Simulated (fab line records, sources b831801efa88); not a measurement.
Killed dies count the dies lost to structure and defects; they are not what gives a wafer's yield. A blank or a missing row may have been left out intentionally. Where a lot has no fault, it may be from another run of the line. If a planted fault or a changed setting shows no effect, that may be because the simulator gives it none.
Comparing a struck lot with a sound one -- flow sky130 -- 16 out of 708 route steps
Sound: the wafers L289.4, L289.5, L289.6. Wafers struck: L305.2, L305.3, L305.4. At the end, the cause is stated.
Each step with rows lists, per side, the tool, then ch with its chambers, then its first start. Under that, the readings that differ: sound wafers -- struck wafers -- difference of the means -- sigmas: that difference in standard deviations of wafers without a fault.
alike: same words and numbers on both sides, and readings whose means sit less than 2 such deviations apart. not compared: any withheld reading, any reading some wafer has no value for, any bound like >300 that may hide the same value, and any number with overlapping values for which the record gives no deviation.
The two part at a step that has a row with sigmas, a row that says differs or no value, or rows on one side only. When numbers do not overlap yet have no deviation, they are printed without sigmas and do not part them. A reading that every wafer of one side lacks parts them only if that side has two wafers or more.

first, 5 steps without rows for these wafers: SKY_SONOS_TUNNEL_COAT_02 (resist thk 1140 nm); SKY_SONOS_TUNNEL_SOFTBAKE_03 (time 60 s); SKY_SONOS_TUNNEL_EXPOSE_04 (exposes mask TUNM, target cd 410 nm); SKY_SONOS_TUNNEL_PEB_05; SKY_SONOS_TUNNEL_DEVELOP_06 (develop time 60 s).
SKY_SONOS_TUNNEL_CD_MEAS_07: the cd target is 410 nm.
  sound on cd-sem-01, day 9 09:19; struck on cd-sem-02, day 13 15:26
  alike: cd-nm
SKY_SONOS_TUNNEL_OVL_MEAS_08:
  sound on overlay-02, day 9 09:24; struck on overlay-02, day 13 15:32
  alike: SONOS_TUNNEL_OVL
then, 3 steps without rows for these wafers: SKY_SONOS_TUNNEL_IMPLANT_09; SKY_SONOS_TUNNEL_WET_ETCH_10 (etches SiO2 in dHF, target depth 14 nm, time 280 s); SKY_SONOS_TUNNEL_STRIP_11 (strips in SPM, time 600 s).
SKY_SONOS_TUNNEL_TW_MEAS_12:
  sound on film-metro-03, day 9 09:52; struck on film-metro-02, day 13 15:59
  alike: SONOS_TUNNEL_TW
then, 1 step without rows for these wafers: SKY_SONOS_TUNNEL_CLEAN_13 (cleans in dHF, time 20 s).
SKY_SONOS_ONO_OXIDATION_00: stabilise 600 s, purge 300 s, target thk 2.6 nm.
  sound on furnace-01 ch 0, day 9 09:55; struck on furnace-01 ch 0, day 13 16:04
reading,sound,struck,difference,sigmas
model.SiO2_of_SONOS_ONO_OXIDATION_00.thk-nm (nm),2.592 2.558 2.566,2.973 2.95 2.988,+0.398,
  alike: ox-temp-c, tube-center-temp-C
SKY_SONOS_ONO_THK_MEAS_01:
  sound on film-metro-03, day 9 11:17; struck on film-metro-04, day 13 17:25
reading,sound,struck,difference,sigmas
SONOS_ONO_OXIDATION_THK (nm),2.57 2.54 2.55,2.94 2.94 2.98,+0.40,+7
then, 1 step without rows for these wafers: SKY_SONOS_ONO_CVD_02 (deposits Si3N4 from DCS/NH3, target thk 10.5 nm, time 180 s).
-- a jump in the record: the struck wafers' starts before and after are 34 days apart (it breaks off in module SONOS_ONO and resumes in module PAD_OPEN, where the first step shown is number 708 of the route) --
SKY_PAD_OPEN_PROBE_99:
  sound on prober-02, day 44 09:16; struck on prober-01, day 47 09:31
reading,sound,struck,difference,sigmas
model.etest.sonos-erased.drive-ua-um,170.9 188.3 175,150.8 128.2 135.8,-39.8,
model.etest.cap-ono.gate-log10-a-cm2,-7.795 -7.904 -7.744,-8.559 -8.62 -8.731,-0.822,
model.etest.sonos-erased.vt-v (V),-2.27 -2.293 -2.27,-1.845 -1.809 -1.735,+0.481,
model.etest.cap-ono.tox-acc-nm (nm),12.83 12.85 12.84,13.34 13.38 13.54,+0.58,
model.etest.sonos-programmed.vt-v (V),1.532 1.485 1.539,1.31 1.273 1.154,-0.27,
model.etest.sonos-baked.vt-less-v (V),-0.5257 -0.5592 -0.5709,-0.3922 -0.3372 -0.3255,+0.2003,
  alike: killed_at_M0_to_M3, killed_at_M4_up, killed-at-contacts, killed-at-front-end, killed-at-other, killed-dies, killed-open, killed-short

WHERE THEY PART
SKY_SONOS_ONO_THK_MEAS_01 only, going by this record. Later steps at which nothing parts them and some readings are alike: SKY_PAD_OPEN_PROBE_99.

WHY: what had been put in by the simulator
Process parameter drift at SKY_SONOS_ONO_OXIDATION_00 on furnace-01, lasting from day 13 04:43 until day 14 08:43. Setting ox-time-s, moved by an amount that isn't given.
